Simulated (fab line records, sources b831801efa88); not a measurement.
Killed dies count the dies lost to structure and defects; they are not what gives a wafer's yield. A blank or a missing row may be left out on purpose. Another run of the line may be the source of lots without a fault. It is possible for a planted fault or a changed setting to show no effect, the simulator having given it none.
Matching of chambers -- flow sky130 -- SKY_VIA1_CMP_02 on cmp-01 has 4 sister chambers
The step polishes SiO2. 24 wafers are shown with their chamber, then 12 later ones without.

== WAFERS, EACH WITH ITS CHAMBER ==
wafer,chamber,motorCurrentA (A)
L079.1,3,13.4
L079.3,0,10.7
L079.5,3,13.5
L077.3,0,10.5
L077.5,0,10.9
L077.6,1,11.7
L076.2,0,10.3
L076.5,1,11.8
L076.6,0,10.9
L082.2,2,12.9
L082.3,1,11.9
L082.4,0,11.2
L083.1,0,10.2
L083.4,2,12.8
L083.6,1,11.6
L089.1,3,13.4
L089.4,1,11.9
L089.5,1,11.7
L087.2,1,12.2
L087.5,1,11.5
L087.6,0,11.1
L093.1,1,11.9
L093.2,0,10.3
L093.6,0,10.9

SIGNATURES, as means of the wafers listed above
reading,chamber 0,chamber 1,chamber 2,chamber 3,scatter within a chamber
motorCurrentA,10.700,11.800,12.850,13.433,0.273
Rule: a wafer lies at a distance from a chamber equal to the root of the sum of squares, over the readings, of (its reading less the chamber's mean, divided by the reading's scatter). The wafer belongs to the nearest chamber; if the next one is less than 2 further off, it can't be placed. How the scatter is found: for the shown wafers, subtract from each reading the mean of its chamber, square and add these, divide the total by (wafers less chambers), then take the root.

== WAFERS WHOSE CHAMBER IS MISSING ==
wafer,motorCurrentA (A)
L088.3,12.9
L088.4,10.5
L088.6,12.5
L085.2,13.4
L085.4,10.6
L085.6,12.7
L095.1,10.4
L095.2,13.8
L095.5,13.4
L090.1,12.4
L090.5,11.6
L090.6,12.6

== CHAMBER TAKEN BY EACH ==
wafer,from the rows above,in truth
L088.3,can't be placed: 2 or 3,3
L088.4,0,0
L088.6,can't be placed: 2 or 1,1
L085.2,can't be placed: 3 or 2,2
L085.4,0,0
L085.6,2,2
L095.1,0,0
L095.2,3,3
L095.5,can't be placed: 3 or 2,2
L090.1,can't be placed: 2 or 1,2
L090.5,1,1
L090.6,2,2
7 of 12 placed correctly. Cannot be placed on the basis of these rows: 5; the candidates contain the true chamber in 5. Placed wrongly: 0.
